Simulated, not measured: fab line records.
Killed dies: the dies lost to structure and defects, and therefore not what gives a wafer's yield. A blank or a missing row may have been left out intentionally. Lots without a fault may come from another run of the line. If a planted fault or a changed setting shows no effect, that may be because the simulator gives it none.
A lot that was struck, set against a sound lot    flow sky130    15 steps out of a route of 708
Sound: wafers L312.3, L312.5, L312.6. Wafers struck: L324.1, L324.3, L324.4. Last of all comes the cause.
Order at every step that has rows: each side's tool, ch and its chambers, its first start. Under that, the readings that differ: sound wafers    struck wafers    difference of the means    sigmas: that difference in standard deviations of wafers without a fault.
alike: words and numbers the same on both sides, and readings whose means are apart by under 2 such deviations; not compared: readings that were withheld, readings missing a value for some wafer, numbers with overlapping values and no deviation given by the record, and bounds like >300 which may hide the same value.
The two part at a step that has a row with sigmas, a row that says differs or no value, or rows on one side only. Non-overlapping numbers with no deviation appear without sigmas and do not part them. Lack of a reading on every wafer of one side parts them only where that side has two or more wafers.

SKY_VIA2_ETCH_14: etches BARC in N2/H2, stops on SiO2, time 45.9 s, target depth 60 nm.
  sound on rie_diel-04 ch 2,3, day 37 07:23; struck on rie_diel-02 ch 0,1,3, day 41 04:10
  alike: drypump_motor_current_A, oes_product_au, rf_fwd_power_W, throttle_valve_pct
  not compared: rf_hours_counter_h
SKY_VIA2_ETCH_15: etches SiO2 in C4F8/O2/Ar, stops on TiN, target depth 546 nm, time 84 s.
  sound on rie_diel-04 ch 2,3, day 37 07:25; struck on rie_diel-02 ch 0,1,3, day 41 04:13
  alike: oes_product_au, rf_fwd_power_W
  not compared: rf_hours_counter_h
SKY_VIA2_STRIP_16: strips in O2/N2.
  sound on plasma_asher-03 ch 0,1, day 37 07:31; struck on plasma_asher-04 ch 0,1, day 41 04:16
  alike: drypump_motor_current_A, oes_product_au, strip_time_to_endpoint_s
  not compared: rf_hours_counter_h
then, 5 steps without rows for these wafers: SKY_VIA2_STRIP_17 (strips in post etch residue remover, time 1200 s); SKY_VIA2_CLEAN_18 (cleans in IPA, time 180 s); SKY_VIA2_CLEAN_19 (cleans in O3/DIW); SKY_VIA2_SPUTTER_20 (material TiN, target thk 20 nm, time 80 s); SKY_VIA2_CVD_21 (deposits W, target thk 420 nm, time 126.4 s).
SKY_VIA2_RS_MEAS_22: the measuring method here is four-point-probe.
  sound: film_metro-01 at day 37 08:24; struck: film_metro-01 at day 41 05:04
  alike: VIA2_W_RS
SKY_VIA2_THK_MEAS_23: measures by xrf.
  sound: film_metro-01 at day 37 08:30; struck: film_metro-01 at day 41 05:11
  alike: VIA2_W_THK
SKY_VIA2_CMP_24: polishes, stops on SiO2, t overpolish 20 s, target thk 0 nm.
  sound on cmp-01 ch 1,2,3, day 37 08:38; struck on cmp-01 ch 1,2,3, day 41 05:15
  alike: motor_current_A, overpolish_run_s, time_to_endpoint_s
then, 1 step without rows for these wafers: SKY_METAL3_SPUTTER_00 (material Ti, target thk 15 nm, time 10 s).
SKY_METAL3_SPUTTER_01: material TiN, target thk 20 nm, time 16.7 s.
  sound: pvd_sputter-03 at day 37 08:52; struck: pvd_sputter-03 at day 41 05:34
  no value came back on the struck wafers for cathode_dc_power_W (W), chamber_pressure_pa (Pa), throttle_valve_pct (%); on the sound wafers cathode_dc_power_W (W) reads 6499.1 6499.2 6501.4
SKY_METAL3_SPUTTER_02: material AlCu, target thk 735 nm, time 39.1 s.
  sound: pvd_sputter-03 at day 37 08:53; struck: pvd_sputter-03 at day 41 05:35
  alike: cathode_dc_power_W, chamber_pressure_pa, throttle_valve_pct
-- the record jumps here: 8 days lie between the struck wafers' starts before and after (it left off in module METAL3 and takes up again in module PAD_OPEN, whose first step shown is number 708 of the route) --
SKY_PAD_OPEN_PROBE_99:
  sound: prober-02 at day 46 14:20; struck: prober-01 at day 49 12:17
reading                        sound                    struck                   difference  sigmas
model.etest.via2_chain.rc_ohm  9.745 9.678 9.743        9.088 9.217 9.438        -0.474      
model.etest.met3.line_ohm_um   0.1384 0.1418 0.1408     0.1464 0.1512 0.1424     +0.0063     
model.etest.met3.rs_ohm_sq     0.04286 0.04314 0.04307  0.04478 0.04464 0.04362  +0.00132    
  alike: defect_limited_yield, killed_at_M0_to_M3, killed_at_M4_up, killed_at_contacts, killed_at_front_end, killed_at_other, killed_dies, killed_on_rim, killed_open, killed_short, sort_bin_3_pad_short, sort_bin_5_function, sort_bin_6_memory, sort_bin_8_speed, sort_n_pass, sort_yield_pct

WHERE THEY PART
Within this record, at SKY_METAL3_SPUTTER_01 only. Later steps at which nothing parts them and some readings are alike: SKY_METAL3_SPUTTER_02, SKY_PAD_OPEN_PROBE_99.

WHY: whatever the simulator had introduced
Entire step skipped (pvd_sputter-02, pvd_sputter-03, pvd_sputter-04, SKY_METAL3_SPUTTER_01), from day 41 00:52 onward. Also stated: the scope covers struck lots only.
